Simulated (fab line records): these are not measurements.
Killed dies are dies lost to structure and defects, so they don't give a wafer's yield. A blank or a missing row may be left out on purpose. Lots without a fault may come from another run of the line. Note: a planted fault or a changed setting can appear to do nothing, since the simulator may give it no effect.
Lot-split experiment    flow gf180mcu    on a route of 602 steps: 5 lots, 23 wafers read

== THE SPLIT ITSELF ==
At GF_HV_LDD_COAT_41 (resist thk 1000 nm), the setting resist_thk_nm was moved away from the recipe's 1000 nm on 5 of the 23 wafers read, by +2.0% to +2.4%. This setting was run at the recipe's value on the other wafers.

The reading is taken at the split's own step.

== THE READING ==
NOVOLAK_of_HV_LDD_COAT_41.thk_nm (the simulator's own value, which no gauge read), in nm, at GF_HV_LDD_COAT_41 (resist thk 1000 nm). The file does not state a usual value for it. Across the 18 wafers here that went through the recipe, the average is 997.0 nm and the standard deviation 3.2 nm.

wafer   tool, chamber at the split  resist_thk_nm as run, nm  against the recipe  NOVOLAK_of_HV_LDD_COAT_41.thk_nm, nm  against lot-mates on the recipe
L076.1  litho_track-01, 0           1000                      recipe              1000                                  -
L076.3  litho_track-01, 0           1000                      recipe              1000                                  -
L076.2  litho_track-01, 0           1000                      recipe              1001                                  -
L076.4  litho_track-01, 0           1000                      recipe              1003                                  -
L076.5  litho_track-01, 0           1000                      recipe              1002                                  -
L078.2  litho_track-02, 0           1000                      recipe              994.5                                 -
L078.3  litho_track-02, 0           1024                      +2.4%               1023                                  +27.9
L078.4  litho_track-02, 0           1024                      +2.4%               1021                                  +25.9
L078.5  litho_track-02, 0           1000                      recipe              994.7                                 -
L078.6  litho_track-02, 0           1000                      recipe              996                                   -
L079.1  litho_track-01, 0           1000                      recipe              993.1                                 -
L079.4  litho_track-01, 0           1000                      recipe              995.2                                 -
L079.5  litho_track-01, 0           1000                      recipe              996.2                                 -
L082.1  litho_track-03, 0           1000                      recipe              994.1                                 -
L082.2  litho_track-03, 0           1000                      recipe              999.8                                 -
L082.3  litho_track-03, 0           1020                      +2.0%               1018                                  +21.0
L082.5  litho_track-03, 0           1020                      +2.0%               1021                                  +24.0
L082.6  litho_track-03, 0           1020                      +2.0%               1019                                  +22.0
L084.1  litho_track-02, 0           1000                      recipe              992.5                                 -
L084.2  litho_track-02, 0           1000                      recipe              997.7                                 -
L084.4  litho_track-02, 0           1000                      recipe              996.6                                 -
L084.5  litho_track-02, 0           1000                      recipe              996.3                                 -
L084.6  litho_track-02, 0           1000                      recipe              993.2                                 -

FIT RESULTS
A straight line over all 23 wafers: NOVOLAK_of_HV_LDD_COAT_41.thk_nm changes by +10.8 nm for each +1% of resist_thk_nm; r = +0.96; the points scatter about the line by 3 nm.
The same after taking each lot's own level away (the mean of its wafers on the recipe; 23 wafers): +11.2 nm for each +1%; r = +0.99; scatter 1.6 nm.
Per that fit: largest resist_thk_nm move, reading shift of 27 nm.
Across the lots, their own levels run from 994.83 to 1001.20 nm, a range of 2.0 times the standard deviation given above.
Hence the lot-to-lot level has little effect on the slope; both slopes agree.
Check: with one of the wafers moved furthest among these (+2.4%) left out of the fit, the line predicts +26.6 nm for it against its lot-mates. Against them it came out at +27.9 nm.

== FURTHER SPLITS ON THESE WAFERS ==
Note: prior to the reading, these wafers also went through further splits. Each is held against what the fit with the lots' levels taken away leaves over:
other split on the same wafers    wafers away from the commonest value  r with NOVOLAK_of_HV_LDD_COAT_41.thk_nm (lot level and that fit taken away)
GF_HV_LDD_IMPLANT_09 energy_kev   4                                     -0.28
GF_HV_LDD_STRIP_22 platen_temp_c  11                                    -0.07

== THE WHOLE CHAIN: every reading that the file lists as answering this split, in the file's order ==
step                what it does        reading                                                                            change (the file's fit)               r (the file's)
GF_HV_LDD_COAT_41   resist thk 1000 nm  NOVOLAK_of_HV_LDD_COAT_41.thk_nm (the simulator's own value, which no gauge read)  +11.2 nm for each +1% of the setting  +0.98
GF_HV_LDD_STRIP_49  strips in O2/N2     strip_time_to_endpoint_s                                                           withheld for each +1% of the setting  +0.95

== FILE'S OWN FIT ==
NOVOLAK_of_HV_LDD_COAT_41.thk_nm changes by +11.2 nm for each +1% of resist_thk_nm, r = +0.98.
